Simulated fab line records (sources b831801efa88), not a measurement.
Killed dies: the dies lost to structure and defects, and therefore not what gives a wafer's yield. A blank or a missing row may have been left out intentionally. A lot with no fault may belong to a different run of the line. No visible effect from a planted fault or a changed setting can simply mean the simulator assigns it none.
fab line records || flow gf180mcu || part 2 of 2: steps 29 to 39 of 39
record {"lots": 5, "wafers": 15, "last_day": 34}
route steps=602 shown DNWELL@41 NWELL@42 LVPWELL@54 MVSD@66 MVPSD@78
lots with no fault: from the same line, run without faults
start_h: hours from the record's first day to the start of the lot's first wafer shown || wait_h: hours since the lot's step before || " identical to the entry in the row above || L1.1+2: several wafers, shown together as one row || - either no value or no given start || * or withheld: withheld || < > ~ a bound
route shown NAME@n: NAME is a module with steps in the file, n the number in the route of the first one || usual: mean/standard deviation taken from wafers without a fault || same: alike in all rows || chamber/n: place in a boat || sites: readings site by site || _std_site: the standard deviation of these || _edge_site: mean of outer sites minus mean of inner sites || radius_mm: for every site, how far away it sits from the centre of the wafer || mask NAME#n: copy n || behind: the tool/chamber that last shaped the wafer || hold: cause of the lot's hold/its duration in hours/its outcome || device: the transistor (n, p or np) that didn't switch || end of line: tests run on the same wafers once the route is complete || for a step that has no rows: nothing shown but its recipe || killed: the dies lost at the first sort to structure and to defects; this is not the yield of the wafer || map: the dies of a wafer, with x for killed, . for not killed, _ for no die there
set.NAME: setting as actually run; set.NAME@STEP: the setting as run at that earlier step || model.NAME: the simulator's own value behind a step, which no gauge read
lots seen at some steps along the route; tables by step, rows by wafer
services: the hour from which a tool's chamber was out of use, counted from the record's first day as start_h (under 0 if before that day), plus the number of hours and why
## steps
# step GF_MVSD_SOFTBAKE_03
# recipe {"temp_c": 110, "time_s": "withheld"}
# usual {"resist_line_temp_C": "23.01/0.11"}
{"lot.wafer": "L077.3", "tool": "litho_track-03", "chamber": 0, "start_h": 92.86, "wait_h": 0.1, "resist_line_temp_C": 23.04}
{"lot.wafer": "L077.5", "tool": "litho_track-03", "chamber": 0, "start_h": 92.86, "wait_h": 0.1, "resist_line_temp_C": 23.01}
{"lot.wafer": "L077.6", "tool": "litho_track-03", "chamber": 0, "start_h": 92.86, "wait_h": 0.1, "resist_line_temp_C": 22.90}
{"lot.wafer": "L079.1", "tool": "litho_track-02", "chamber": 0, "start_h": 104.73, "wait_h": 0.1, "resist_line_temp_C": 23.10}
{"lot.wafer": "L079.3", "tool": "litho_track-02", "chamber": 0, "start_h": 104.73, "wait_h": 0.1, "resist_line_temp_C": 23.15}
{"lot.wafer": "L079.5", "tool": "litho_track-02", "chamber": 0, "start_h": 104.73, "wait_h": 0.1, "resist_line_temp_C": 23.08}
{"lot.wafer": "L087.1", "tool": "litho_track-04", "chamber": 0, "start_h": 149.11, "wait_h": 0.1, "resist_line_temp_C": 23.02}
{"lot.wafer": "L087.3", "tool": "litho_track-04", "chamber": 0, "start_h": 149.11, "wait_h": 0.1, "resist_line_temp_C": 23.05}
{"lot.wafer": "L087.5", "tool": "litho_track-04", "chamber": 0, "start_h": 149.11, "wait_h": 0.1, "resist_line_temp_C": 23.10}
{"lot.wafer": "L088.2", "tool": "litho_track-02", "chamber": 0, "start_h": 155.97, "wait_h": 0.1, "resist_line_temp_C": 22.85}
{"lot.wafer": "L088.3", "tool": "litho_track-02", "chamber": 0, "start_h": 155.97, "wait_h": 0.1, "resist_line_temp_C": 23.17}
{"lot.wafer": "L088.5", "tool": "litho_track-02", "chamber": 0, "start_h": 155.97, "wait_h": 0.1, "resist_line_temp_C": 23.03}
{"lot.wafer": "L096.2", "tool": "litho_track-02", "chamber": 0, "start_h": 208.76, "wait_h": 0.1, "resist_line_temp_C": 23.05}
{"lot.wafer": "L096.3", "tool": "litho_track-02", "chamber": 0, "start_h": 208.76, "wait_h": 0.1, "resist_line_temp_C": 22.99}
{"lot.wafer": "L096.5", "tool": "litho_track-02", "chamber": 0, "start_h": 208.76, "wait_h": 0.1, "resist_line_temp_C": 22.99}
# step GF_MVSD_EXPOSE_04
# recipe {"mask_id": "MVSD", "target_cd_nm": 1000, "na": 0.6, "source_shape": "conventional", "sigma_outer": 0.6, "dose_mj": 260}
{"lot.wafer": "L077.3+5+6", "tool": "iline_stepper-01", "chamber": 0, "start_h": "-", "wait_h": "-", "mask": "MVSD#0"}
{"lot.wafer": "L079.1+3+5", "tool": "iline_stepper-02", "chamber": 0, "start_h": "-", "wait_h": "-", "mask": "MVSD#0"}
{"lot.wafer": "L087.1+3+5", "tool": "iline_stepper-01", "chamber": 0, "start_h": "-", "wait_h": "-", "mask": "MVSD#0"}
{"lot.wafer": "L088.2+3+5", "tool": "iline_stepper-01", "chamber": 0, "start_h": "-", "wait_h": "-", "mask": "MVSD#0"}
{"lot.wafer": "L096.2+3+5", "tool": "iline_stepper-02", "chamber": 0, "start_h": "-", "wait_h": "-", "mask": "MVSD#0"}
# step GF_MVSD_PEB_05
# recipe {"temp_c": 115, "time_s": "withheld"}
# usual {"resist_line_temp_C": "23.00/0.11"}
{"lot.wafer": "L077.3", "tool": "litho_track-02", "chamber": 0, "start_h": "-", "wait_h": "-", "resist_line_temp_C": 23.14}
{"lot.wafer": "L077.5", "tool": "litho_track-02", "chamber": 0, "start_h": "-", "wait_h": "-", "resist_line_temp_C": 22.97}
{"lot.wafer": "L077.6", "tool": "litho_track-02", "chamber": 0, "start_h": "-", "wait_h": "-", "resist_line_temp_C": 23.16}
{"lot.wafer": "L079.1", "tool": "litho_track-04", "chamber": 0, "start_h": "-", "wait_h": "-", "resist_line_temp_C": 23.15}
{"lot.wafer": "L079.3", "tool": "litho_track-04", "chamber": 0, "start_h": "-", "wait_h": "-", "resist_line_temp_C": 23.07}
{"lot.wafer": "L079.5", "tool": "litho_track-04", "chamber": 0, "start_h": "-", "wait_h": "-", "resist_line_temp_C": 23.00}
{"lot.wafer": "L087.1", "tool": "litho_track-03", "chamber": 0, "start_h": "-", "wait_h": "-", "resist_line_temp_C": 23.08}
{"lot.wafer": "L087.3", "tool": "litho_track-03", "chamber": 0, "start_h": "-", "wait_h": "-", "resist_line_temp_C": 23.10}
{"lot.wafer": "L087.5", "tool": "litho_track-03", "chamber": 0, "start_h": "-", "wait_h": "-", "resist_line_temp_C": 23.01}
{"lot.wafer": "L088.2", "tool": "litho_track-04", "chamber": 0, "start_h": "-", "wait_h": "-", "resist_line_temp_C": 22.93}
{"lot.wafer": "L088.3", "tool": "litho_track-04", "chamber": 0, "start_h": "-", "wait_h": "-", "resist_line_temp_C": 22.78}
{"lot.wafer": "L088.5", "tool": "litho_track-04", "chamber": 0, "start_h": "-", "wait_h": "-", "resist_line_temp_C": 22.76}
{"lot.wafer": "L096.2", "tool": "litho_track-02", "chamber": 0, "start_h": "-", "wait_h": "-", "resist_line_temp_C": 23.32}
{"lot.wafer": "L096.3", "tool": "litho_track-02", "chamber": 0, "start_h": "-", "wait_h": "-", "resist_line_temp_C": 22.94}
{"lot.wafer": "L096.5", "tool": "litho_track-02", "chamber": 0, "start_h": "-", "wait_h": "-", "resist_line_temp_C": 23.09}
# step GF_MVSD_DEVELOP_06
# recipe {"wall_angle_deg": 90, "develop_time_s": 60, "dev_temp_c": 23}
# usual {"resist_line_temp_C": "22.99/0.11"}
{"lot.wafer": "L077.3", "tool": "litho_track-02", "chamber": 0, "start_h": "-", "wait_h": "-", "resist_line_temp_C": 23.07}
{"lot.wafer": "L077.5", "tool": "litho_track-02", "chamber": 0, "start_h": "-", "wait_h": "-", "resist_line_temp_C": 23.07}
{"lot.wafer": "L077.6", "tool": "litho_track-02", "chamber": 0, "start_h": "-", "wait_h": "-", "resist_line_temp_C": 23.12}
{"lot.wafer": "L079.1", "tool": "litho_track-04", "chamber": 0, "start_h": "-", "wait_h": "-", "resist_line_temp_C": 23.02}
{"lot.wafer": "L079.3", "tool": "litho_track-04", "chamber": 0, "start_h": "-", "wait_h": "-", "resist_line_temp_C": 23.05}
{"lot.wafer": "L079.5", "tool": "litho_track-04", "chamber": 0, "start_h": "-", "wait_h": "-", "resist_line_temp_C": 23.02}
{"lot.wafer": "L087.1", "tool": "litho_track-03", "chamber": 0, "start_h": "-", "wait_h": "-", "resist_line_temp_C": 23.01}
{"lot.wafer": "L087.3", "tool": "litho_track-03", "chamber": 0, "start_h": "-", "wait_h": "-", "resist_line_temp_C": 23.06}
{"lot.wafer": "L087.5", "tool": "litho_track-03", "chamber": 0, "start_h": "-", "wait_h": "-", "resist_line_temp_C": 23.04}
{"lot.wafer": "L088.2", "tool": "litho_track-04", "chamber": 0, "start_h": "-", "wait_h": "-", "resist_line_temp_C": 23.17}
{"lot.wafer": "L088.3", "tool": "litho_track-04", "chamber": 0, "start_h": "-", "wait_h": "-", "resist_line_temp_C": 23.00}
{"lot.wafer": "L088.5", "tool": "litho_track-04", "chamber": 0, "start_h": "-", "wait_h": "-", "resist_line_temp_C": 23.10}
{"lot.wafer": "L096.2", "tool": "litho_track-02", "chamber": 0, "start_h": "-", "wait_h": "-", "resist_line_temp_C": 23.09}
{"lot.wafer": "L096.3", "tool": "litho_track-02", "chamber": 0, "start_h": "-", "wait_h": "-", "resist_line_temp_C": 23.19}
{"lot.wafer": "L096.5", "tool": "litho_track-02", "chamber": 0, "start_h": "-", "wait_h": "-", "resist_line_temp_C": 23.18}
# step GF_MVSD_OVL_MEAS_07
# usual {"MVSD_OVL": "0.4/1.4"}
{"lot.wafer": "L077.3", "tool": "overlay-01", "chamber": "-", "start_h": 99.94, "wait_h": "-", "MVSD_OVL[nm]": 2.0}
{"lot.wafer": "L077.5", "tool": "overlay-01", "chamber": "-", "start_h": 99.94, "wait_h": "-", "MVSD_OVL[nm]": 1.7}
{"lot.wafer": "L077.6", "tool": "overlay-01", "chamber": "-", "start_h": 99.94, "wait_h": "-", "MVSD_OVL[nm]": 0.7}
{"lot.wafer": "L079.1", "tool": "overlay-01", "chamber": "-", "start_h": 112.51, "wait_h": "-", "MVSD_OVL[nm]": 1.3}
{"lot.wafer": "L079.3", "tool": "overlay-01", "chamber": "-", "start_h": 112.51, "wait_h": "-", "MVSD_OVL[nm]": 0.5}
{"lot.wafer": "L079.5", "tool": "overlay-01", "chamber": "-", "start_h": 112.51, "wait_h": "-", "MVSD_OVL[nm]": 2.2}
{"lot.wafer": "L087.1", "tool": "overlay-01", "chamber": "-", "start_h": 156.69, "wait_h": "-", "MVSD_OVL[nm]": 0.6}
{"lot.wafer": "L087.3", "tool": "overlay-01", "chamber": "-", "start_h": 156.69, "wait_h": "-", "MVSD_OVL[nm]": 0.9}
{"lot.wafer": "L087.5", "tool": "overlay-01", "chamber": "-", "start_h": 156.69, "wait_h": "-", "MVSD_OVL[nm]": 1.0}
{"lot.wafer": "L088.2", "tool": "overlay-02", "chamber": "-", "start_h": 163.96, "wait_h": "-", "MVSD_OVL[nm]": -1.9}
{"lot.wafer": "L088.3", "tool": "overlay-02", "chamber": "-", "start_h": 163.96, "wait_h": "-", "MVSD_OVL[nm]": -1.4}
{"lot.wafer": "L088.5", "tool": "overlay-02", "chamber": "-", "start_h": 163.96, "wait_h": "-", "MVSD_OVL[nm]": -1.3}
{"lot.wafer": "L096.2", "tool": "overlay-01", "chamber": "-", "start_h": 217.79, "wait_h": "-", "MVSD_OVL[nm]": -0.5}
{"lot.wafer": "L096.3", "tool": "overlay-01", "chamber": "-", "start_h": 217.79, "wait_h": "-", "MVSD_OVL[nm]": -0.7}
{"lot.wafer": "L096.5", "tool": "overlay-01", "chamber": "-", "start_h": 217.79, "wait_h": "-", "MVSD_OVL[nm]": 0.2}
# step GF_MVSD_IMPLANT_08
# recipe {"species": "P", "energy_kev": 400, "dose_cm2": 1.6e+13, "tilt_deg": 0}
{"lot.wafer": "L077.3+5+6", "tool": "implanter-01", "chamber": 0, "start_h": 100.02, "wait_h": 0.1}
{"lot.wafer": "L079.1+3+5", "tool": "implanter-01", "chamber": 0, "start_h": 112.55, "wait_h": 0.0}
{"lot.wafer": "L087.1+3+5", "tool": "implanter-03", "chamber": 0, "start_h": 156.73, "wait_h": 0.0}
{"lot.wafer": "L088.2+3+5", "tool": "implanter-01", "chamber": 0, "start_h": 164.02, "wait_h": 0.0}
{"lot.wafer": "L096.2+3+5", "tool": "implanter-04", "chamber": 0, "start_h": 217.84, "wait_h": 0.0}
# step GF_MVSD_IMPLANT_09
# recipe {"species": "P", "energy_kev": 100, "dose_cm2": 5e+12, "tilt_deg": 0}
{"lot.wafer": "L077.3+5+6", "tool": "implanter-01", "chamber": 0, "start_h": 100.17, "wait_h": 0.1}
{"lot.wafer": "L079.1+3+5", "tool": "implanter-01", "chamber": 0, "start_h": 112.70, "wait_h": 0.1}
{"lot.wafer": "L087.1+3+5", "tool": "implanter-03", "chamber": 0, "start_h": 156.88, "wait_h": 0.1}
{"lot.wafer": "L088.2+3+5", "tool": "implanter-01", "chamber": 0, "start_h": 164.17, "wait_h": 0.1}
{"lot.wafer": "L096.2+3+5", "tool": "implanter-04", "chamber": 0, "start_h": 217.99, "wait_h": 0.1}
# step GF_MVSD_STRIP_10
# recipe {"chemistry": "O2/N2", "power_w": 1400, "pressure_mtorr": 1500, "platen_temp_c": 250, "o2_flow_sccm": 3000, "n2_flow_sccm": 300, "overash_fraction": 0.5}
# usual {"drypump_motor_current_A": "5.8/0.4", "heater_power_w": "340/37", "o2_flow_sccm": "3000/9.3", "oes_product_au": "0.723/0.0043", "strip_time_to_endpoint_s": "36.94/0.1"}
{"lot.wafer": "L077.3", "tool": "plasma_asher-01", "chamber": 0, "start_h": 100.30, "wait_h": 0.1, "drypump_motor_current_A": 6.5, "heater_power_w": 374, "o2_flow_sccm": 3009, "oes_product_au": 0.719, "rf_hours_counter_h": "-", "strip_time_to_endpoint_s": 36.72}
{"lot.wafer": "L077.5", "tool": "plasma_asher-01", "chamber": 0, "start_h": 100.30, "wait_h": 0.1, "drypump_motor_current_A": 6.5, "heater_power_w": 374, "o2_flow_sccm": 2994, "oes_product_au": 0.722, "rf_hours_counter_h": "-", "strip_time_to_endpoint_s": 36.97}
{"lot.wafer": "L077.6", "tool": "plasma_asher-01", "chamber": 1, "start_h": 100.30, "wait_h": 0.1, "drypump_motor_current_A": 5.9, "heater_power_w": 307, "o2_flow_sccm": 2994, "oes_product_au": 0.724, "rf_hours_counter_h": "-", "strip_time_to_endpoint_s": 36.85}
{"lot.wafer": "L079.1", "tool": "plasma_asher-02", "chamber": 1, "start_h": 112.85, "wait_h": 0.1, "drypump_motor_current_A": 5.4, "heater_power_w": 376, "o2_flow_sccm": 2990, "oes_product_au": 0.723, "rf_hours_counter_h": 34, "strip_time_to_endpoint_s": 36.99}
{"lot.wafer": "L079.3", "tool": "plasma_asher-02", "chamber": 1, "start_h": 112.85, "wait_h": 0.1, "drypump_motor_current_A": 5.5, "heater_power_w": 378, "o2_flow_sccm": 2976, "oes_product_au": 0.720, "rf_hours_counter_h": "-", "strip_time_to_endpoint_s": 36.87}
{"lot.wafer": "L079.5", "tool": "plasma_asher-02", "chamber": 1, "start_h": 112.85, "wait_h": 0.1, "drypump_motor_current_A": 5.4, "heater_power_w": 383, "o2_flow_sccm": 2996, "oes_product_au": 0.719, "rf_hours_counter_h": "-", "strip_time_to_endpoint_s": 36.95}
{"lot.wafer": "L087.1", "tool": "plasma_asher-02", "chamber": 0, "start_h": 157.03, "wait_h": 0.1, "drypump_motor_current_A": 5.7, "heater_power_w": 323, "o2_flow_sccm": 3004, "oes_product_au": 0.721, "rf_hours_counter_h": 38, "strip_time_to_endpoint_s": 37.06}
{"lot.wafer": "L087.3", "tool": "plasma_asher-02", "chamber": 0, "start_h": 157.03, "wait_h": 0.1, "drypump_motor_current_A": 5.7, "heater_power_w": 319, "o2_flow_sccm": 3005, "oes_product_au": 0.726, "rf_hours_counter_h": "-", "strip_time_to_endpoint_s": 37.07}
{"lot.wafer": "L087.5", "tool": "plasma_asher-02", "chamber": 1, "start_h": 157.03, "wait_h": 0.1, "drypump_motor_current_A": 5.4, "heater_power_w": 385, "o2_flow_sccm": 3005, "oes_product_au": 0.719, "rf_hours_counter_h": "-", "strip_time_to_endpoint_s": 36.96}
{"lot.wafer": "L088.2", "tool": "plasma_asher-02", "chamber": 0, "start_h": 164.29, "wait_h": 0.1, "drypump_motor_current_A": 5.7, "heater_power_w": 325, "o2_flow_sccm": 2995, "oes_product_au": 0.721, "rf_hours_counter_h": 39, "strip_time_to_endpoint_s": 36.95}
{"lot.wafer": "L088.3", "tool": "plasma_asher-02", "chamber": 1, "start_h": 164.29, "wait_h": 0.1, "drypump_motor_current_A": 5.5, "heater_power_w": 387, "o2_flow_sccm": 3003, "oes_product_au": 0.724, "rf_hours_counter_h": "-", "strip_time_to_endpoint_s": 36.95}
{"lot.wafer": "L088.5", "tool": "plasma_asher-02", "chamber": 0, "start_h": 164.29, "wait_h": 0.1, "drypump_motor_current_A": 5.7, "heater_power_w": 321, "o2_flow_sccm": 3001, "oes_product_au": 0.719, "rf_hours_counter_h": "-", "strip_time_to_endpoint_s": 36.95}
{"lot.wafer": "L096.2", "tool": "plasma_asher-04", "chamber": 1, "start_h": 218.12, "wait_h": 0.1, "drypump_motor_current_A": 5.9, "heater_power_w": 273, "o2_flow_sccm": 2997, "oes_product_au": 0.719, "rf_hours_counter_h": 61, "strip_time_to_endpoint_s": 36.87}
{"lot.wafer": "L096.3", "tool": "plasma_asher-04", "chamber": 0, "start_h": 218.12, "wait_h": 0.1, "drypump_motor_current_A": 5.2, "heater_power_w": 319, "o2_flow_sccm": 2988, "oes_product_au": 0.718, "rf_hours_counter_h": "-", "strip_time_to_endpoint_s": 36.92}
{"lot.wafer": "L096.5", "tool": "plasma_asher-04", "chamber": 0, "start_h": 218.12, "wait_h": 0.1, "drypump_motor_current_A": 5.2, "heater_power_w": 322, "o2_flow_sccm": 2980, "oes_product_au": 0.726, "rf_hours_counter_h": "-", "strip_time_to_endpoint_s": 36.80}
# step GF_MVSD_TW_MEAS_11
# usual {"MVSD_TW": "1582/23"}
{"lot.wafer": "L077.3", "tool": "film_metro-04", "chamber": "-", "start_h": 100.39, "wait_h": 0.1, "MVSD_TW": 1544}
{"lot.wafer": "L077.5", "tool": "film_metro-04", "chamber": "-", "start_h": 100.39, "wait_h": 0.1, "MVSD_TW": 1552}
{"lot.wafer": "L077.6", "tool": "film_metro-04", "chamber": "-", "start_h": 100.39, "wait_h": 0.1, "MVSD_TW": 1552}
{"lot.wafer": "L079.1", "tool": "film_metro-03", "chamber": "-", "start_h": 112.95, "wait_h": 0.1, "MVSD_TW": 1584}
{"lot.wafer": "L079.3", "tool": "film_metro-03", "chamber": "-", "start_h": 112.95, "wait_h": 0.1, "MVSD_TW": 1584}
{"lot.wafer": "L079.5", "tool": "film_metro-03", "chamber": "-", "start_h": 112.95, "wait_h": 0.1, "MVSD_TW": 1589}
{"lot.wafer": "L087.1", "tool": "film_metro-04", "chamber": "-", "start_h": 157.13, "wait_h": 0.1, "MVSD_TW": 1570}
{"lot.wafer": "L087.3", "tool": "film_metro-04", "chamber": "-", "start_h": 157.13, "wait_h": 0.1, "MVSD_TW": 1563}
{"lot.wafer": "L087.5", "tool": "film_metro-04", "chamber": "-", "start_h": 157.13, "wait_h": 0.1, "MVSD_TW": 1563}
{"lot.wafer": "L088.2", "tool": "film_metro-03", "chamber": "-", "start_h": 164.40, "wait_h": 0.1, "MVSD_TW": 1601}
{"lot.wafer": "L088.3", "tool": "film_metro-03", "chamber": "-", "start_h": 164.40, "wait_h": 0.1, "MVSD_TW": 1586}
{"lot.wafer": "L088.5", "tool": "film_metro-03", "chamber": "-", "start_h": 164.40, "wait_h": 0.1, "MVSD_TW": 1599}
{"lot.wafer": "L096.2", "tool": "film_metro-03", "chamber": "-", "start_h": 218.23, "wait_h": 0.1, "MVSD_TW": 1610}
{"lot.wafer": "L096.3", "tool": "film_metro-03", "chamber": "-", "start_h": 218.23, "wait_h": 0.1, "MVSD_TW": 1597}
{"lot.wafer": "L096.5", "tool": "film_metro-03", "chamber": "-", "start_h": 218.23, "wait_h": 0.1, "MVSD_TW": 1592}
# step GF_MVPSD_DEHYDRATE_00
# recipe {"temp_c": 200, "time_s": 60}
# usual {"resist_line_temp_C": "23.01/0.11"}
{"lot.wafer": "L077.3", "tool": "litho_track-02", "chamber": 0, "start_h": 107.28, "wait_h": 6.9, "resist_line_temp_C": 22.97}
{"lot.wafer": "L077.5", "tool": "litho_track-02", "chamber": 0, "start_h": 107.28, "wait_h": 6.9, "resist_line_temp_C": 23.15}
{"lot.wafer": "L077.6", "tool": "litho_track-02", "chamber": 0, "start_h": 107.28, "wait_h": 6.9, "resist_line_temp_C": 23.19}
{"lot.wafer": "L079.1", "tool": "litho_track-02", "chamber": 0, "start_h": 119.68, "wait_h": 6.7, "resist_line_temp_C": 22.98}
{"lot.wafer": "L079.3", "tool": "litho_track-02", "chamber": 0, "start_h": 119.68, "wait_h": 6.7, "resist_line_temp_C": 23.02}
{"lot.wafer": "L079.5", "tool": "litho_track-02", "chamber": 0, "start_h": 119.68, "wait_h": 6.7, "resist_line_temp_C": 23.10}
{"lot.wafer": "L087.1", "tool": "litho_track-01", "chamber": 0, "start_h": 164.75, "wait_h": 7.6, "resist_line_temp_C": 22.90}
{"lot.wafer": "L087.3", "tool": "litho_track-01", "chamber": 0, "start_h": 164.75, "wait_h": 7.6, "resist_line_temp_C": 22.69}
{"lot.wafer": "L087.5", "tool": "litho_track-01", "chamber": 0, "start_h": 164.75, "wait_h": 7.6, "resist_line_temp_C": 22.98}
{"lot.wafer": "L088.2", "tool": "litho_track-01", "chamber": 0, "start_h": 171.33, "wait_h": 6.9, "resist_line_temp_C": 22.93}
{"lot.wafer": "L088.3", "tool": "litho_track-01", "chamber": 0, "start_h": 171.33, "wait_h": 6.9, "resist_line_temp_C": 23.06}
{"lot.wafer": "L088.5", "tool": "litho_track-01", "chamber": 0, "start_h": 171.33, "wait_h": 6.9, "resist_line_temp_C": 23.02}
{"lot.wafer": "L096.2", "tool": "litho_track-01", "chamber": 0, "start_h": 226.63, "wait_h": 8.4, "resist_line_temp_C": 22.95}
{"lot.wafer": "L096.3", "tool": "litho_track-01", "chamber": 0, "start_h": 226.63, "wait_h": 8.4, "resist_line_temp_C": 22.90}
{"lot.wafer": "L096.5", "tool": "litho_track-01", "chamber": 0, "start_h": 226.63, "wait_h": 8.4, "resist_line_temp_C": 22.92}
# step GF_MVPSD_HMDS_01
# recipe {"prime_time_s": 60, "prime_temp_c": 120}
# usual {"resist_line_temp_C": "23.01/0.11"}
{"lot.wafer": "L077.3", "tool": "litho_track-02", "chamber": 0, "start_h": 107.43, "wait_h": 0.1, "resist_line_temp_C": 23.04}
{"lot.wafer": "L077.5", "tool": "litho_track-02", "chamber": 0, "start_h": 107.43, "wait_h": 0.1, "resist_line_temp_C": 23.02}
{"lot.wafer": "L077.6", "tool": "litho_track-02", "chamber": 0, "start_h": 107.43, "wait_h": 0.1, "resist_line_temp_C": 23.03}
{"lot.wafer": "L079.1", "tool": "litho_track-02", "chamber": 0, "start_h": 119.83, "wait_h": 0.1, "resist_line_temp_C": 22.96}
{"lot.wafer": "L079.3", "tool": "litho_track-02", "chamber": 0, "start_h": 119.83, "wait_h": 0.1, "resist_line_temp_C": 23.05}
{"lot.wafer": "L079.5", "tool": "litho_track-02", "chamber": 0, "start_h": 119.83, "wait_h": 0.1, "resist_line_temp_C": 23.10}
{"lot.wafer": "L087.1", "tool": "litho_track-01", "chamber": 0, "start_h": 164.90, "wait_h": 0.1, "resist_line_temp_C": 23.18}
{"lot.wafer": "L087.3", "tool": "litho_track-01", "chamber": 0, "start_h": 164.90, "wait_h": 0.1, "resist_line_temp_C": 22.89}
{"lot.wafer": "L087.5", "tool": "litho_track-01", "chamber": 0, "start_h": 164.90, "wait_h": 0.1, "resist_line_temp_C": 23.01}
{"lot.wafer": "L088.2", "tool": "litho_track-01", "chamber": 0, "start_h": 171.48, "wait_h": 0.1, "resist_line_temp_C": 22.80}
{"lot.wafer": "L088.3", "tool": "litho_track-01", "chamber": 0, "start_h": 171.48, "wait_h": 0.1, "resist_line_temp_C": 22.97}
{"lot.wafer": "L088.5", "tool": "litho_track-01", "chamber": 0, "start_h": 171.48, "wait_h": 0.1, "resist_line_temp_C": 22.87}
{"lot.wafer": "L096.2", "tool": "litho_track-01", "chamber": 0, "start_h": 226.78, "wait_h": 0.1, "resist_line_temp_C": 23.07}
{"lot.wafer": "L096.3", "tool": "litho_track-01", "chamber": 0, "start_h": 226.78, "wait_h": 0.1, "resist_line_temp_C": 22.76}
{"lot.wafer": "L096.5", "tool": "litho_track-01", "chamber": 0, "start_h": 226.78, "wait_h": 0.1, "resist_line_temp_C": 22.97}
## services
{"tool": "plasma_asher-03", "chamber": "-", "start_h": 42.26, "hours": 39.6, "kind": "repair"}
{"tool": "plasma_asher-01", "chamber": "-", "start_h": 49.68, "hours": 13.6, "kind": "repair"}
{"tool": "iline_stepper-01", "chamber": "-", "start_h": 54.76, "hours": 1.7, "kind": "pm"}
{"tool": "plasma_asher-01", "chamber": "-", "start_h": 60.91, "hours": 2.9, "kind": "repair"}
{"tool": "implanter-01", "chamber": "-", "start_h": 75.39, "hours": 1.9, "kind": "repair"}
{"tool": "implanter-04", "chamber": "-", "start_h": 78.78, "hours": 22.4, "kind": "pm"}
{"tool": "implanter-02", "chamber": "-", "start_h": 80.78, "hours": 3.0, "kind": "repair"}
{"tool": "plasma_asher-04", "chamber": "-", "start_h": 83.07, "hours": 14.1, "kind": "repair"}
{"tool": "plasma_asher-03", "chamber": "-", "start_h": 93.42, "hours": 3.2, "kind": "repair"}
{"tool": "implanter-03", "chamber": "-", "start_h": 93.83, "hours": 4.9, "kind": "pm"}
{"tool": "implanter-02", "chamber": "-", "start_h": 100.49, "hours": 5.3, "kind": "pm"}
{"tool": "implanter-04", "chamber": "-", "start_h": 101.22, "hours": 3.8, "kind": "pm"}
{"tool": "plasma_asher-03", "chamber": "-", "start_h": 108.75, "hours": 9.0, "kind": "pm"}
{"tool": "plasma_asher-03", "chamber": 0, "start_h": 108.75, "hours": 9.0, "kind": "vent_cycle"}
{"tool": "plasma_asher-03", "chamber": 1, "start_h": 108.75, "hours": 9.0, "kind": "vent_cycle"}
{"tool": "iline_stepper-02", "chamber": "-", "start_h": 121.87, "hours": 1.7, "kind": "pm"}
{"tool": "implanter-03", "chamber": "-", "start_h": 127.00, "hours": 2.7, "kind": "pm"}
{"tool": "implanter-04", "chamber": "-", "start_h": 140.47, "hours": 2.7, "kind": "pm"}
{"tool": "implanter-02", "chamber": "-", "start_h": 141.69, "hours": 4.2, "kind": "repair"}
{"tool": "implanter-02", "chamber": "-", "start_h": 149.78, "hours": 9.4, "kind": "pm"}
{"tool": "implanter-01", "chamber": "-", "start_h": 157.58, "hours": 1.1, "kind": "repair"}
{"tool": "plasma_asher-04", "chamber": "-", "start_h": 166.33, "hours": 2.8, "kind": "pm"}
{"tool": "implanter-03", "chamber": "-", "start_h": 183.75, "hours": 2.6, "kind": "repair"}
{"tool": "implanter-03", "chamber": "-", "start_h": 200.05, "hours": 3.0, "kind": "repair"}
